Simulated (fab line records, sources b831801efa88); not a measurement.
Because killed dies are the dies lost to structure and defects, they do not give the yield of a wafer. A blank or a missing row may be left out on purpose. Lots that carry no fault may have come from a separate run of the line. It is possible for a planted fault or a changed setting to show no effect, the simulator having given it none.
Which of the tools did it? + flow gf180mcu + Sampling: 12 lots, 36 wafers, 5 of 602 route steps

WHAT EACH GAUGE READ, for each wafer
GF_HV_LDD_CD_MEAS_07 targets a cd of 400 nm. Usual: cd_nm at 399.1 nm, with a standard deviation of 2.
| lot  | measured     | on        | cd_nm (nm)        | flag |
|------|--------------|-----------|-------------------|------|
| L502 | day 10 06:33 | cd_sem-01 | 401.0 400.4 401.5 |      |
| L503 | day 10 11:51 | cd_sem-01 | 400.4 400.6 399.4 |      |
| L505 | day 10 21:37 | cd_sem-01 | 401.0 402.2 403.6 |      |
| L507 | day 11 08:59 | cd_sem-02 | 397.1 398.7 397.3 |      |
| L508 | day 11 15:50 | cd_sem-02 | 396.9 395.5 399.6 |      |
| L514 | day 13 12:36 | cd_sem-01 | 401.8 399.0 398.8 |      |
| L515 | day 13 21:30 | cd_sem-01 | 398.9 398.2 400.1 |      |
| L516 | day 14 03:50 | cd_sem-02 | 399.5 395.6 396.1 |      |
| L517 | day 14 11:49 | cd_sem-01 | 399.2 400.8 398.2 |      |
| L520 | day 15 07:19 | cd_sem-01 | 401.4 400.2 403.8 |      |
| L521 | day 15 21:39 | cd_sem-01 | 400.8 398.0 400.2 |      |
| L522 | day 16 01:17 | cd_sem-01 | 398.5 397.9 399.0 |      |

GF_HV_LDD_RS_MEAS_53: a four-point-probe measurement. Usual: HV_LDD_RS 417.8 ohm/sq, standard deviation 1.
| lot  | measured     | on            | HV_LDD_RS (ohm/sq) | flag |
|------|--------------|---------------|--------------------|------|
| L502 | day 12 15:04 | film_metro-03 | 416.6 417.3 417.0  |      |
| L503 | day 12 21:39 | film_metro-02 | 419.0 418.2 416.2  |      |
| L505 | day 13 08:21 | film_metro-03 | 419.7 417.9 418.7  |      |
| L507 | day 13 21:58 | film_metro-03 | 416.9 417.0 416.6  |      |
| L508 | day 14 05:26 | film_metro-03 | 418.2 418.3 417.1  |      |
| L514 | day 16 05:40 | film_metro-02 | 415.6 416.0 416.9  |      |
| L515 | day 16 16:50 | film_metro-03 | 421.3 422.3 423.2  | OFF  |
| L516 | day 16 23:03 | film_metro-02 | 419.0 417.4 417.1  |      |
| L517 | day 17 07:32 | film_metro-03 | 421.6 423.1 421.2  | OFF  |
| L520 | day 18 05:05 | film_metro-02 | 418.2 418.5 418.2  |      |
| L521 | day 18 19:43 | film_metro-02 | 419.7 419.4 419.4  |      |
| L522 | day 19 00:25 | film_metro-03 | 417.0 417.2 417.6  |      |

WHAT TOOL EACH LOT RAN ON (gives the tool, then ch and the chambers of the sampled wafers, and finally the start)
| lot  | GF_VT_IMPLANT_STRIP_31               | GF_POLY_GATE_ETCH_12               | GF_HV_LDD_IMPLANT_09            |
|------|--------------------------------------|------------------------------------|---------------------------------|
| L502 | plasma_asher-02 ch 0,1, day 7 00:53  | rie_diel-01 ch 0,3, day 9 10:01    | implanter-02 ch 0, day 10 06:43 |
| L503 | plasma_asher-02 ch 0,1, day 7 09:29  | rie_diel-04 ch 1,2,3, day 9 16:22  | implanter-02 ch 0, day 10 12:01 |
| L505 | plasma_asher-03 ch 0,1, day 7 16:35  | rie_diel-04 ch 0,2,3, day 10 01:51 | implanter-01 ch 0, day 10 21:46 |
| L507 | plasma_asher-02 ch 0,1, day 8 03:25  | rie_diel-02 ch 1,2, day 10 12:20   | implanter-02 ch 0, day 11 09:09 |
| L508 | plasma_asher-04 ch 0,1, day 8 10:32  | rie_diel-02 ch 2,3, day 10 19:19   | implanter-02 ch 0, day 11 16:00 |
| L514 | plasma_asher-03 ch 0,1, day 10 01:32 | rie_diel-02 ch 0,3, day 12 14:56   | implanter-04 ch 0, day 13 12:46 |
| L515 | plasma_asher-03 ch 1, day 10 09:05   | rie_diel-04 ch 1,2, day 12 22:59   | implanter-02 ch 0, day 13 21:40 |
| L516 | plasma_asher-03 ch 0,1, day 10 13:32 | rie_diel-01 ch 0,1,3, day 13 04:02 | implanter-04 ch 0, day 14 03:59 |
| L517 | plasma_asher-03 ch 0,1, day 10 20:26 | rie_diel-02 ch 0,1,2, day 13 12:16 | implanter-02 ch 0, day 14 11:58 |
| L520 | plasma_asher-03 ch 0,1, day 11 16:11 | rie_diel-01 ch 0,1,3, day 14 09:05 | implanter-01 ch 0, day 15 07:28 |
| L521 | plasma_asher-03 ch 0, day 12 00:05   | rie_diel-01 ch 1,2, day 14 19:10   | implanter-01 ch 0, day 15 21:49 |
| L522 | plasma_asher-03 ch 0, day 12 05:23   | rie_diel-04 ch 0,2, day 15 00:51   | implanter-04 ch 0, day 16 01:27 |
- GF_VT_IMPLANT_STRIP_31: strips in O2/N2.
- GF_POLY_GATE_ETCH_12: etches BARC in N2/H2.
- GF_HV_LDD_IMPLANT_09

AS READ BY THE TOOLS THEMSELVES (means over the sampled wafers that have a number; for cases with no such wafer, the mark the record gives instead)
GF_VT_IMPLANT_STRIP_31. Usual: drypump_motor_current_A 5.8 A, standard deviation 0.5; heater_power_w 355 W, standard deviation 16; oes_product_au 0.716 a.u., standard deviation 0.0047; platen_temp_c 249.99 C, standard deviation 0.2; strip_time_to_endpoint_s 12.63 s, standard deviation 0.032.
| lot  | tool            | drypump_motor_current_A (A) | heater_power_w (W) | oes_product_au (a.u.) | platen_temp_c (C) | strip_time_to_endpoint_s (s) | flag |
|------|-----------------|-----------------------------|--------------------|-----------------------|-------------------|------------------------------|------|
| L502 | plasma_asher-02 | 6.0                         | 344                | 0.714                 | 250.14            | 12.62                        |      |
| L503 | plasma_asher-02 | 6.3                         | 356                | 0.718                 | 250.11            | 12.67                        |      |
| L505 | plasma_asher-03 | 5.9                         | 356                | 0.722                 | 249.95            | 12.62                        |      |
| L507 | plasma_asher-02 | 6.3                         | 352                | 0.715                 | 249.79            | 12.59                        |      |
| L508 | plasma_asher-04 | 5.0                         | 368                | 0.719                 | 250.11            | 12.65                        |      |
| L514 | plasma_asher-03 | 5.9                         | 361                | 0.714                 | 250.10            | 12.65                        |      |
| L515 | plasma_asher-03 | 6.1                         | 375                | 0.715                 | 249.70            | 12.60                        |      |
| L516 | plasma_asher-03 | 5.9                         | 366                | 0.718                 | 250.05            | 12.63                        |      |
| L517 | plasma_asher-03 | 5.9                         | 363                | 0.720                 | 250.11            | 12.60                        |      |
| L520 | plasma_asher-03 | 5.9                         | 363                | 0.715                 | 250.15            | 12.63                        |      |
| L521 | plasma_asher-03 | 5.4                         | 347                | 0.720                 | 249.85            | 12.63                        |      |
| L522 | plasma_asher-03 | 5.4                         | 344                | 0.717                 | 250.20            | 12.61                        |      |

GF_POLY_GATE_ETCH_12. Usual: drypump_motor_current_A 5.6 A, standard deviation 0.47; h2_flow_sccm 200.0 sccm, standard deviation 0.62; oes_product_au 0.736 a.u., standard deviation 0.0048; throttle_valve_pct 13.213 %, standard deviation 0.0085.
| lot  | tool        | drypump_motor_current_A (A) | h2_flow_sccm (sccm) | oes_product_au (a.u.) | throttle_valve_pct (%) | flag |
|------|-------------|-----------------------------|---------------------|-----------------------|------------------------|------|
| L502 | rie_diel-01 | 5.7                         | 200.4               | 0.733                 | 13.211                 |      |
| L503 | rie_diel-04 | 5.5                         | 200.1               | 0.735                 | 13.207                 |      |
| L505 | rie_diel-04 | 5.3                         | 199.7               | 0.738                 | 13.213                 |      |
| L507 | rie_diel-02 | 5.9                         | 199.6               | 0.737                 | 13.209                 |      |
| L508 | rie_diel-02 | 5.4                         | 200.4               | 0.736                 | 13.211                 |      |
| L514 | rie_diel-02 | 5.2                         | 200.3               | 0.738                 | 13.215                 |      |
| L515 | rie_diel-04 | 5.5                         | 200.6               | 0.731                 | 13.218                 |      |
| L516 | rie_diel-01 | 5.8                         | 200.2               | 0.738                 | 13.218                 |      |
| L517 | rie_diel-02 | 5.7                         | 199.5               | 0.733                 | 13.220                 |      |
| L520 | rie_diel-01 | 5.8                         | 200.4               | 0.737                 | 13.211                 |      |
| L521 | rie_diel-01 | 6.3                         | 199.4               | 0.735                 | 13.212                 |      |
| L522 | rie_diel-04 | 5.0                         | 200.4               | 0.733                 | 13.204                 |      |

GF_HV_LDD_IMPLANT_09. Usual: beam_energy_keV 40.000, standard deviation 0.014; dose_ions_cm2 1.0001e+14, standard deviation 1e+11.
| lot  | tool         | beam_energy_keV | dose_ions_cm2 | flag |
|------|--------------|-----------------|---------------|------|
| L502 | implanter-02 | 39.996          | 9.9967e+13    |      |
| L503 | implanter-02 | 40.012          | 9.9897e+13    |      |
| L505 | implanter-01 | 39.990          | 9.9997e+13    |      |
| L507 | implanter-02 | 40.017          | 9.9897e+13    |      |
| L508 | implanter-02 | 39.999          | 9.9967e+13    |      |
| L514 | implanter-04 | 39.992          | 1.0004e+14    |      |
| L515 | implanter-02 | 40.004          | 9.7827e+13    | OFF  |
| L516 | implanter-04 | 40.000          | 9.9990e+13    |      |
| L517 | implanter-02 | 40.015          | 9.7823e+13    | OFF  |
| L520 | implanter-01 | 39.999          | 9.9953e+13    |      |
| L521 | implanter-01 | 39.996          | 1.0000e+14    |      |
| L522 | implanter-04 | 40.000          | 1.0006e+14    |      |

THE ANSWER, worked out from the rows above alone
Rule: lot off if the mean of its wafers having a number is beyond 3 standard deviations from the usual mean. A lot without any number at a reading at which 4 lots or more have one is off too. Where the step has rows for the other lots, those lots are counted as sound. Order of review: gauges by route order, followed by the tools' own readings, for which a lot's mean as printed above is used. At the first step where some lot is off, the reading lying furthest off is the one used; lots without a number count as furthest.
Off: at GF_HV_LDD_RS_MEAS_53 (HV_LDD_RS), L515, L517.
A tool fits if, at a process step before that reading, it ran every lot that is off, and no sound lot after the first of them. Not tried: the gauges at GF_HV_LDD_RS_MEAS_53; whatever is off there is also off at GF_HV_LDD_IMPLANT_09, on other tools, and gauge error can't account for it. One fits: implanter-02 at GF_HV_LDD_IMPLANT_09. A fault onset in the window from L508 (day 11 16:00, its last sound lot) to L515 (day 13 21:40, its first lot off) fits.
On the lots that are off, the tool's own readings at GF_HV_LDD_IMPLANT_09 differ by more than 5 times the standard deviation of the sound lots' means, which bears it out; dose_ions_cm2 reads 9.7825e+13 there versus 9.9977e+13 on the sound lots.

WHAT WAS PUT IN BY THE SIMULATOR
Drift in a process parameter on implanter-02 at GF_HV_LDD_IMPLANT_09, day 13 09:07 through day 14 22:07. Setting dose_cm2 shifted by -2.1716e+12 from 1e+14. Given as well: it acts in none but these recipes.
Shown lots that were struck: L515, L517. This agrees with what the rule above found.
